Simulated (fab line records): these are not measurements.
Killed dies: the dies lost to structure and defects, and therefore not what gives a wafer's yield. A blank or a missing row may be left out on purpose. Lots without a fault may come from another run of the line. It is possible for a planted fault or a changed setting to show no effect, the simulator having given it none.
fab line records    flow gf180mcu
record: lots: 13  wafers: 39  last-day: 34
route steps=602 shown HV_LDD@224 SALICIDE@281
lots that met no fault: from a run of the same line without faults
start-h: hours from the record's first day to the start of the lot's first wafer shown    wait-h: time in hours since the lot's previous step    " as in the row above    L1.1+2: several wafers, shown together as one row    - either no value or no given start    * or withheld: withheld    < > ~ a bound
route shown NAME@n: a module of which the file shows steps, and the number in the route of the first    usual: average and standard deviation across the fault-free wafers    same: alike in all rows    chamber/n: place in a boat    sites: per-site readings    _std_site: the values' standard deviation    _edge_site: the outer-site mean with the inner-site mean subtracted    radius-mm: for every site, how far away it sits from the centre of the wafer    mask NAME#n: copy n    behind: the most recent tool/chamber to have shaped the wafer    hold: why the lot was held/for how many hours/how that ended    device: whichever transistor did not switch (one of n, p or np)    end of line: tests of these same wafers at the route's end    where a step has no rows: the recipe by itself    killed: not the wafer's yield, but the dies lost to structure and defects at the first sort    map: per-die view of a wafer (x killed, . not killed, _ where there is no die)
set.NAME: setting as actually run; set.NAME@STEP: the setting as run at that earlier step    model.NAME: the simulator's own value behind a step, which no gauge read
the route's steps for a sample of lots (tables are steps, rows are wafers)
services: when a tool's chamber went out of use (start-h, in hours from the record's first day, below 0 if earlier), for how many hours, and the reason
== steps ==
step: GF_HV_LDD_IMPLANT_48
recipe: species: B  energy-kev: 25  dose-cm2: 3e+13  tilt-deg: 7
usual: beam-energy-keV: 25.000/0.0076  beam-on-s: 9.97/0.2  dose-ions-cm2: 3.0004e+13/2.9e+10
lot.wafer  tool          chamber  start-h  wait-h  beam-energy-keV  beam-on-s  dose-ions-cm2
L927.1     implanter-03  0        303.04   0.0     25.008           10.15      3.002e+13
L927.3     "             0        "        "       25.010           10.03      2.997e+13
L927.5     "             0        "        "       25.009           10.18      3.0014e+13
L926.1     implanter-01  0        304.44   0.0     25.007           9.77       3.0014e+13
L926.2     "             0        "        "       24.996           10.27      2.9946e+13
L926.4     "             0        "        "       25.000           9.93       3.0007e+13
L931.2     implanter-01  0        336.47   0.0     24.993           9.68       3.0025e+13
L931.3     "             0        "        "       24.986           9.83       2.9981e+13
L931.4     "             0        "        "       25.000           9.74       2.9988e+13
L934.1     implanter-02  0        353.36   0.0     25.000           10.25      3.0079e+13
L934.5     "             0        "        "       24.997           9.92       3.0049e+13
L934.6     "             0        "        "       24.992           9.98       3.0042e+13
L935.1     implanter-02  0        367.34   0.2     25.004           10.03      3.0006e+13
L935.2     "             0        "        "       24.999           9.88       3.005e+13
L935.4     "             0        "        "       25.007           10.11      2.9981e+13
L936.2     implanter-02  0        367.88   0.0     26.588           10.09      3.0061e+13
L936.3     "             0        "        "       26.590           9.88       3.0016e+13
L936.4     "             0        "        "       26.593           9.89       3.0028e+13
L937.1     implanter-02  0        389.64   0.0     26.574           9.64       3.0047e+13
L937.2     "             0        "        "       26.574           9.94       3.0066e+13
L937.5     "             0        "        "       26.583           9.53       3.0037e+13
L938.1     implanter-01  0        389.95   0.0     25.014           10.22      2.9949e+13
L938.2     "             0        "        "       25.008           10.29      2.9982e+13
L938.5     "             0        "        "       25.001           9.91       3.0025e+13
L940.4     implanter-03  0        403.11   0.1     24.993           10.16      2.9955e+13
L940.5     "             0        "        "       24.986           10.04      3.0015e+13
L940.6     "             0        "        "       24.992           10.06      2.9998e+13
L943.3     implanter-01  0        427.29   0.1     24.998           10.01      2.9963e+13
L943.5     "             0        "        "       24.997           10.12      2.9974e+13
L943.6     "             0        "        "       24.995           10.20      2.9991e+13
L945.1     implanter-03  0        436.54   0.0     24.991           9.98       3.0005e+13
L945.2     "             0        "        "       24.999           9.65       2.9986e+13
L945.3     "             0        "        "       24.997           10.08      2.9989e+13
L946.2     implanter-03  0        447.57   0.0     24.998           9.93       2.9989e+13
L946.5     "             0        "        "       25.007           9.84       2.9974e+13
L946.6     "             0        "        "       24.999           9.84       2.9927e+13
L947.2     implanter-01  0        448.26   0.0     24.989           9.77       3.0009e+13
L947.4     "             0        "        "       25.000           9.77       2.9994e+13
L947.6     "             0        "        "       24.991           9.89       3.0021e+13
step: GF_HV_LDD_TW_MEAS_50
usual: HV_LDD_4_TW: 572.8/2.3
lot.wafer  tool           chamber  start-h  wait-h  HV_LDD_4_TW
L927.1     film-metro-04  -        303.29   0.1     573.1
L927.3     "              -        "        "       576.4
L927.5     "              -        "        "       572.6
L926.1     film-metro-04  -        304.69   0.1     575.3
L926.2     "              -        "        "       573.9
L926.4     "              -        "        "       574.3
L931.2     film-metro-04  -        336.70   0.1     573.8
L931.3     "              -        "        "       571.6
L931.4     "              -        "        "       575.7
L934.1     film-metro-03  -        353.61   0.1     572.1
L934.5     "              -        "        "       572.7
L934.6     "              -        "        "       575.0
L935.1     film-metro-03  -        367.59   0.1     572.4
L935.2     "              -        "        "       575.2
L935.4     "              -        "        "       574.3
L936.2     film-metro-03  -        368.12   0.1     579.3
L936.3     "              -        "        "       577.6
L936.4     "              -        "        "       581.0
L937.1     film-metro-01  -        389.89   0.1     579.1
L937.2     "              -        "        "       574.5
L937.5     "              -        "        "       580.6
L938.1     film-metro-01  -        390.20   0.1     573.3
L938.2     "              -        "        "       573.9
L938.5     "              -        "        "       571.2
L940.4     film-metro-04  -        403.32   0.1     570.5
L940.5     "              -        "        "       570.2
L940.6     "              -        "        "       569.4
L943.3     film-metro-04  -        427.51   0.1     573.3
L943.5     "              -        "        "       573.1
L943.6     "              -        "        "       574.8
L945.1     film-metro-01  -        436.79   0.1     571.5
L945.2     "              -        "        "       568.8
L945.3     "              -        "        "       570.1
L946.2     film-metro-03  -        447.81   0.1     572.8
L946.5     "              -        "        "       571.8
L946.6     "              -        "        "       570.4
L947.2     film-metro-01  -        448.50   0.1     572.0
L947.4     "              -        "        "       568.8
L947.6     "              -        "        "       575.4
step: GF_SALICIDE_SPUTTER_03
recipe: material: TiN  target-thk-nm: 20  power-w: 6500  time-s: 16.7  chamber-pressure-pa: 0.4
usual: throttle-valve-pct: 29.8/1.3
lot.wafer  tool            chamber  start-h  wait-h  throttle-valve-pct
L927.1     pvd-sputter-03  -        372.06   0.0     31.1
L927.3     "               -        "        "       28.8
L927.5     "               -        "        "       30.0
L926.1     pvd-sputter-01  -        372.36   0.0     31.5
L926.2     "               -        "        "       30.1
L926.4     "               -        "        "       27.4
L931.2     pvd-sputter-04  -        408.11   0.0     27.7
L931.3     "               -        "        "       30.0
L931.4     "               -        "        "       31.5
L934.1     pvd-sputter-01  -        426.10   0.0     27.1
L934.5     "               -        "        "       31.5
L934.6     "               -        "        "       27.6
L935.1     pvd-sputter-01  -        441.20   0.0     29.7
L935.2     "               -        "        "       27.6
L935.4     "               -        "        "       30.1
L936.2     pvd-sputter-03  -        442.57   0.0     31.0
L936.3     "               -        "        "       29.9
L936.4     "               -        "        "       29.0
L937.1     pvd-sputter-03  -        465.39   0.0     28.4
L937.2     "               -        "        "       31.2
L937.5     "               -        "        "       31.4
L938.1     pvd-sputter-04  -        465.73   0.0     31.6
L938.2     "               -        "        "       28.8
L938.5     "               -        "        "       30.4
L940.4     pvd-sputter-04  -        480.05   0.0     27.6
L940.5     "               -        "        "       27.7
L940.6     "               -        "        "       29.1
L943.3     pvd-sputter-04  -        507.66   0.0     31.6
L943.5     "               -        "        "       28.9
L943.6     "               -        "        "       30.1
L945.1     pvd-sputter-03  -        512.16   0.0     29.8
L945.2     "               -        "        "       30.9
L945.3     "               -        "        "       28.8
L946.2     pvd-sputter-01  -        522.82   0.0     30.2
L946.5     "               -        "        "       30.1
L946.6     "               -        "        "       30.1
L947.2     pvd-sputter-03  -        523.45   0.0     31.1
L947.4     "               -        "        "       29.0
L947.6     "               -        "        "       29.9
step: GF_SALICIDE_RS_MEAS_04
recipe: thk-meas-gauge: four-point-probe  reads: TiN_of_SALICIDE_SPUTTER_03+Co_of_SALICIDE_SPUTTER_02
usual: SALICIDE_TIN_RS: 16.44/0.28
lot.wafer  tool           chamber  start-h  wait-h  SALICIDE_TIN_RS[ohm/sq]
L927.1     film-metro-01  -        372.08   0.0     16.58
L927.3     "              -        "        "       16.49
L927.5     "              -        "        "       16.58
L926.1     film-metro-03  -        372.39   0.0     15.93
L926.2     "              -        "        "       16.53
L926.4     "              -        "        "       16.38
L931.2     film-metro-02  -        408.15   0.0     16.69
L931.3     "              -        "        "       16.75
L931.4     "              -        "        "       16.65
L934.1     film-metro-02  -        426.13   0.0     16.38
L934.5     "              -        "        "       15.94
L934.6     "              -        "        "       16.44
L935.1     film-metro-01  -        441.23   0.0     16.86
L935.2     "              -        "        "       16.65
L935.4     "              -        "        "       17.08
L936.2     film-metro-03  -        442.62   0.0     16.94
L936.3     "              -        "        "       16.73
L936.4     "              -        "        "       16.67
L937.1     film-metro-03  -        465.41   0.0     16.63
L937.2     "              -        "        "       16.57
L937.5     "              -        "        "       16.56
L938.1     film-metro-02  -        465.75   0.0     16.21
L938.2     "              -        "        "       15.96
L938.5     "              -        "        "       16.13
L940.4     film-metro-03  -        480.13   0.1     16.71
L940.5     "              -        "        "       16.60
L940.6     "              -        "        "       16.53
L943.3     film-metro-02  -        507.73   0.1     16.03
L943.5     "              -        "        "       16.06
L943.6     "              -        "        "       16.35
L945.1     film-metro-03  -        512.19   0.0     16.87
L945.2     "              -        "        "       16.95
L945.3     "              -        "        "       16.88
L946.2     film-metro-02  -        522.87   0.0     16.04
L946.5     "              -        "        "       16.77
L946.6     "              -        "        "       16.08
L947.2     film-metro-02  -        523.50   0.0     16.49
L947.4     "              -        "        "       16.46
L947.6     "              -        "        "       16.41
step: GF_SALICIDE_THK_MEAS_05
recipe: thk-meas-gauge: xrf  reads: TiN_of_SALICIDE_SPUTTER_03
usual: SALICIDE_TIN_THK: 20.00/0.29
lot.wafer  tool           chamber  start-h  wait-h  SALICIDE_TIN_THK[nm]
L927.1     film-metro-01  -        372.20   0.1     20.95
L927.3     "              -        "        "       20.52
L927.5     "              -        "        "       20.61
L926.1     film-metro-03  -        372.51   0.1     20.11
L926.2     "              -        "        "       20.28
L926.4     "              -        "        "       20.24
L931.2     film-metro-02  -        408.26   0.1     19.65
L931.3     "              -        "        "       19.75
L931.4     "              -        "        "       19.72
L934.1     film-metro-02  -        426.25   0.1     20.05
L934.5     "              -        "        "       19.96
L934.6     "              -        "        "       20.21
L935.1     film-metro-01  -        441.35   0.1     19.50
L935.2     "              -        "        "       19.77
L935.4     "              -        "        "       19.75
L936.2     film-metro-03  -        442.73   0.1     20.21
L936.3     "              -        "        "       20.18
L936.4     "              -        "        "       19.93
L937.1     film-metro-03  -        465.53   0.1     19.96
L937.2     "              -        "        "       20.08
L937.5     "              -        "        "       20.12
L938.1     film-metro-02  -        465.87   0.1     19.79
L938.2     "              -        "        "       19.91
L938.5     "              -        "        "       19.92
L940.4     film-metro-03  -        480.22   0.1     20.07
L940.5     "              -        "        "       20.05
L940.6     "              -        "        "       19.91
L943.3     film-metro-02  -        507.83   0.1     19.99
L943.5     "              -        "        "       19.89
L943.6     "              -        "        "       20.09
L945.1     film-metro-03  -        512.31   0.1     19.87
L945.2     "              -        "        "       20.13
L945.3     "              -        "        "       19.61
L946.2     film-metro-02  -        522.98   0.1     20.33
L946.5     "              -        "        "       20.29
L946.6     "              -        "        "       20.05
L947.2     film-metro-02  -        523.61   0.1     20.10
L947.4     "              -        "        "       19.89
L947.6     "              -        "        "       20.13
== services ==
tool            chamber  start-h  hours  kind
pvd-sputter-03  -        280.34   0.7    repair
implanter-01    -        283.53   1.7    repair
pvd-sputter-04  1        297.13   -      consumable-replace:kit
pvd-sputter-04  1        297.13   18.0   scheduled-down
pvd-sputter-04  1        297.13   18.0   vent-cycle
pvd-sputter-01  -        315.05   3.7    repair
implanter-02    -        333.80   4.5    pm
implanter-03    -        349.63   2.6    pm
implanter-03    -        359.20   3.3    pm
implanter-01    -        367.05   7.9    pm
implanter-02    -        392.30   6.0    pm
pvd-sputter-03  -        401.13   2.6    repair
implanter-01    -        425.31   1.7    repair
implanter-01    -        437.80   1.5    repair
implanter-01    -        453.02   5.8    repair
pvd-sputter-03  1        455.98   -      consumable-replace:kit
pvd-sputter-03  1        455.98   18.0   scheduled-down
pvd-sputter-03  1        455.98   18.0   vent-cycle
implanter-02    -        472.34   2.8    repair
pvd-sputter-04  -        480.69   1.8    repair
implanter-03    -        497.77   3.5    repair
implanter-01    -        503.94   3.9    pm
implanter-01    -        511.19   1.2    repair
implanter-01    -        513.02   1.6    repair
== key ==
first-sign: step: GF_HV_LDD_IMPLANT_48  reading: beam-energy-keV  direction: up  sigmas: 99+  usual: 25.000  struck: 26.584
effect: step: GF_HV_LDD_TW_MEAS_50  reading: HV_LDD_4_TW  direction: up  sigmas: 2.6  usual: 572.8  struck: 578.7
met-at GF_HV_LDD_IMPLANT_48
struck-lots L936,L937
tester-left-out L936,L937
not-acting-at GF_SALICIDE_SPUTTER_03,GF_SALICIDE_RS_MEAS_04,GF_SALICIDE_THK_MEAS_05
onset-between 367.34 367.88
fault: kind: process-parameter-drift  tool: implanter-02  chamber: -  onset-h: 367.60  steps: GF_HV_LDD_IMPLANT_48  channel: energy-kev  offset: 1.5827  shape: step  end-h: 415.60  acts-in: these-recipes-only  stated: 25
tester-left-out: of these lots the tester's yield and bins aren't shown, on N5 and GAA mostly nor the transistor test; their killed dies are dies lost to structure and defects alone, not to doping, threshold or leakage, so they don't give the yield
